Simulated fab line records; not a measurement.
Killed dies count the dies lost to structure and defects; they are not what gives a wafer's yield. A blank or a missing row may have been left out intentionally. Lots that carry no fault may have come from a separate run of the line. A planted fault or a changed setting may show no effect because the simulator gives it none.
Chamber matching + flow sky130 + cmp-02 running SKY_VIA4_CMP_02: 4 sister chambers
The step polishes SiO2. 20 wafers are shown with their chamber, then 10 later ones without.

## EACH WAFER AND ITS CHAMBER
| wafer  | chamber | motorCurrentA (A) |
|--------|---------|-------------------|
| L074.3 | 0       | 10.8              |
| L074.4 | 3       | 12.0              |
| L074.6 | 3       | 11.6              |
| L075.2 | 2       | 10.8              |
| L075.3 | 0       | 10.2              |
| L075.5 | 2       | 11.4              |
| L077.1 | 3       | 11.4              |
| L077.3 | 1       | 14.4              |
| L077.6 | 2       | 11.0              |
| L077.2 | 0       | 10.4              |
| L077.4 | 2       | 10.8              |
| L077.5 | 1       | 14.1              |
| L078.1 | 1       | 14.9              |
| L078.2 | 3       | 11.6              |
| L078.3 | 2       | 11.0              |
| L081.2 | 3       | 11.5              |
| L081.3 | 2       | 10.3              |
| L081.4 | 0       | 11.4              |
| L081.1 | 1       | 14.0              |
| L081.5 | 3       | 11.7              |

SIGNATURES (averages over the wafers above)
| reading       | chamber 0 | chamber 1 | chamber 2 | chamber 3 | scatter within a chamber |
|---------------|-----------|-----------|-----------|-----------|--------------------------|
| motorCurrentA | 10.700    | 14.350    | 10.883    | 11.633    | 0.37                     |
Rule: a wafer lies at a distance from a chamber equal to the root of the sum of squares, over the readings, of (its reading less the chamber's mean, divided by the reading's scatter). If the next closest chamber is less than 2 further off than the closest, the wafer can't be placed; otherwise it belongs to the closest. The scatter: take each reading less its chamber's mean, square it, sum over the shown wafers, divide by the number of wafers less the number of chambers, and take the root.

## WAFERS WITH NO CHAMBER GIVEN
| wafer  | motorCurrentA (A) |
|--------|-------------------|
| L081.6 | 10.6              |
| L083.1 | 11.1              |
| L083.3 | 10.3              |
| L083.5 | 11.2              |
| L088.1 | 11.0              |
| L088.4 | 14.1              |
| L088.6 | 11.2              |
| L095.1 | 10.3              |
| L095.3 | 11.0              |
| L095.4 | 11.3              |

## EACH ONE'S CHAMBER
| wafer  | from the rows above          | in truth |
|--------|------------------------------|----------|
| L081.6 | can't be placed: 0 or 2      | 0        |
| L083.1 | can't be placed: 2 or 0 or 3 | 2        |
| L083.3 | can't be placed: 0 or 2      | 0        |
| L083.5 | can't be placed: 2 or 3 or 0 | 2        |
| L088.1 | can't be placed: 2 or 0 or 3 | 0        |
| L088.4 | 1                            | 1        |
| L088.6 | can't be placed: 2 or 3 or 0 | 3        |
| L095.1 | can't be placed: 0 or 2      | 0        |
| L095.3 | can't be placed: 2 or 0 or 3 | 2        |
| L095.4 | can't be placed: 3 or 2 or 0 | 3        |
1 of 10 placed correctly. Unplaceable from these rows: 9, with the true chamber sitting among the candidates in 9. 0 placed wrongly.
